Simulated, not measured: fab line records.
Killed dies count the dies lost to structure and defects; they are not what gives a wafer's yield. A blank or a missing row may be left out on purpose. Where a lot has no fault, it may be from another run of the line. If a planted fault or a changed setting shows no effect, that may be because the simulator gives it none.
Matching of chambers / flow sky130 / SKY_VIA2_ETCH_15 on rie-diel-04 has 4 sister chambers
The step etches SiO2 in C4F8/O2/Ar, stops on TiN, target depth 546 nm, time 84 s. 4 wafers are shown with their chamber, then 9 later ones without.

WAFERS WITH THEIR CHAMBER
wafer=L083.5; chamber=1; chamber-pressure-mTorr (mTorr)=39.98
wafer=L084.6; chamber=3; chamber-pressure-mTorr (mTorr)=40.00
wafer=L086.1; chamber=0; chamber-pressure-mTorr (mTorr)=40.00
wafer=L086.4; chamber=2; chamber-pressure-mTorr (mTorr)=40.03

WAFERS WITH NO CHAMBER GIVEN
wafer=L089.1; chamber-pressure-mTorr (mTorr)=40.02
wafer=L089.3; chamber-pressure-mTorr (mTorr)=40.05
wafer=L089.5; chamber-pressure-mTorr (mTorr)=40.00
wafer=L094.3; chamber-pressure-mTorr (mTorr)=40.03
wafer=L094.4; chamber-pressure-mTorr (mTorr)=40.05
wafer=L094.5; chamber-pressure-mTorr (mTorr)=40.01
wafer=L095.2; chamber-pressure-mTorr (mTorr)=40.03
wafer=L095.3; chamber-pressure-mTorr (mTorr)=40.00
wafer=L095.6; chamber-pressure-mTorr (mTorr)=39.99

WHICH CHAMBER EACH WENT THROUGH
wafer=L089.1; from the rows above=can't be placed: 2 or 0 or 3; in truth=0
wafer=L089.3; from the rows above=2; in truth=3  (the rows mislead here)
wafer=L089.5; from the rows above=can't be placed: 0 or 3 or 1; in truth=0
wafer=L094.3; from the rows above=2; in truth=2
wafer=L094.4; from the rows above=2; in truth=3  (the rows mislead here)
wafer=L094.5; from the rows above=can't be placed: 0 or 3 or 2 or 1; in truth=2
wafer=L095.2; from the rows above=2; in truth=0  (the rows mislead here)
wafer=L095.3; from the rows above=can't be placed: 0 or 3 or 1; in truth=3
wafer=L095.6; from the rows above=can't be placed: 0 or 3 or 1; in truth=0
1 of 9 placed correctly. These rows do not allow placing 5 (true chamber among the candidates in 5). Wrongly placed: 3.
How it was worked out, from the rows above alone: a wafer's distance from a chamber is the root of the sum, over the readings, of the square of ((its reading less the chamber's mean) divided by the reading's scatter). If the next closest chamber is less than 2 further off than the closest, the wafer can't be placed; otherwise it belongs to the closest. A chamber's mean is the mean of its shown wafers. The scatter: root of mean squared gap, hidden wafer to nearest shown wafer, with one shown wafer a chamber.
